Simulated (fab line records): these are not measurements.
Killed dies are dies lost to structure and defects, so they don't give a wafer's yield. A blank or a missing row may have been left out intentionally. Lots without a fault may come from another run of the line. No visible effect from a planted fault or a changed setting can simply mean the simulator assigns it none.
2 desks looking at one fault :: flow gf180mcu :: only its own numbers are on each desk; what lay behind them is given at the end

## FOR THE TOOL OWNER'S DESK: rie-metal-03
The tool's own readings at GF_M2_METAL_ETCH_16 (etches the open film in Cl2/BCl3, stops on SiO2, target depth 627.5 nm, time 104.6 s): means of the sampled wafers that have a number, for each lot that ran on this tool. If a lot's mean is further than 4 standard deviations from the usual mean, the lot is out of limits and carries the mark OUT (the distance appears in the brackets).
Columns: A = bias-w at GF_M2_METAL_ETCH_16, usual 140.1 W; B = drypump-motor-current-A at GF_M2_METAL_ETCH_16, usual 5.8 A; C = oes-product-au at GF_M2_METAL_ETCH_16, usual 0.974 a.u.; D = throttle-valve-pct at GF_M2_METAL_ETCH_16, usual 27.701 %
lot: L746
first seen here: day 19 22:41
A: 140.2
B: 5.6
C: 0.980
D: 27.701

lot: L749
first seen here: day 21 09:44
A: 140.3
B: 5.7
C: 0.981
D: 27.700

lot: L755
first seen here: day 23 08:32
A: 140.1
B: 5.6
C: 0.973
D: 27.707

lot: L754
first seen here: day 23 15:26
A: 139.8
B: 5.6
C: 0.964
D: 27.708

lot: L756
first seen here: day 24 04:39
A: 147.9 (+19) OUT
B: 5.6
C: 0.970
D: 27.703

lot: L760
first seen here: day 25 08:08
A: 147.5 (+18) OUT
B: 5.6
C: 0.978
D: 27.697
This desk finds L756, L760 out of limits, L756 being first, at day 24 04:39 (bias-w at GF_M2_METAL_ETCH_16). Within limits: L746, L749, L755, L754.

## FROM THE METROLOGY DESK
What the gauges read, lot by lot, whatever tool the lot ran on: means of the sampled wafers that have a number. If a lot's mean is further than 4 standard deviations from the usual mean, the lot is out of limits and carries the mark OUT (the distance appears in the brackets).
Columns: A = M2_ALCU_RS at GF_M2_RS_MEAS_05, usual 0.0693 ohm/sq
lot: L745
first seen here: day 18 01:09
A: 0.0687

lot: L746
first seen here: day 18 22:20
A: 0.0689

lot: L747
first seen here: day 19 01:11
A: 0.0697

lot: L750
first seen here: day 20 09:22
A: 0.0701

lot: L749
first seen here: day 20 09:25
A: 0.0685

lot: L753
first seen here: day 22 07:49
A: 0.0709

lot: L755
first seen here: day 22 10:25
A: 0.0693

lot: L754
first seen here: day 22 16:04
A: 0.0701

lot: L756
first seen here: day 23 05:43
A: 0.0699

lot: L760
first seen here: day 24 10:00
A: 0.0691

lot: L761
first seen here: day 24 15:01
A: 0.0691

lot: L764
first seen here: day 25 10:08
A: 0.0690

lot: L766
first seen here: day 26 01:26
A: 0.0686

lot: L767
first seen here: day 26 11:31
A: 0.0688
This desk's finding: nothing out of limits on any of the 14 lots.

## BROUGHT TOGETHER
The tool owner's desk could have raised an alarm at day 24 04:39, on L756, L760.
From the metrology desk's view, nothing was out of limits.
The metrology desk has L756, L760 on record, within its limits.
GF_M2_METAL_ETCH_16 was run on rie-metal-03 by each of the lots named.

## WHAT HAD BEEN PUT IN BY THE SIMULATOR
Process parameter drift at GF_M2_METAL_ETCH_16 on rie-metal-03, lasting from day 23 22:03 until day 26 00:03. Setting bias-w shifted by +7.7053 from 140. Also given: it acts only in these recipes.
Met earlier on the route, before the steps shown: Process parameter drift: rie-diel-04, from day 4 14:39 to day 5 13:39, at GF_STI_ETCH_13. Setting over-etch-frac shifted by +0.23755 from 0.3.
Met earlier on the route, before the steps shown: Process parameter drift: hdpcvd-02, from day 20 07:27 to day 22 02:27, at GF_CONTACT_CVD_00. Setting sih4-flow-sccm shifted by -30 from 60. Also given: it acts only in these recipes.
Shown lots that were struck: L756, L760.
Time in hours from fault onset to the first out-of-limits reading at each desk: the tool owner's desk, 7.
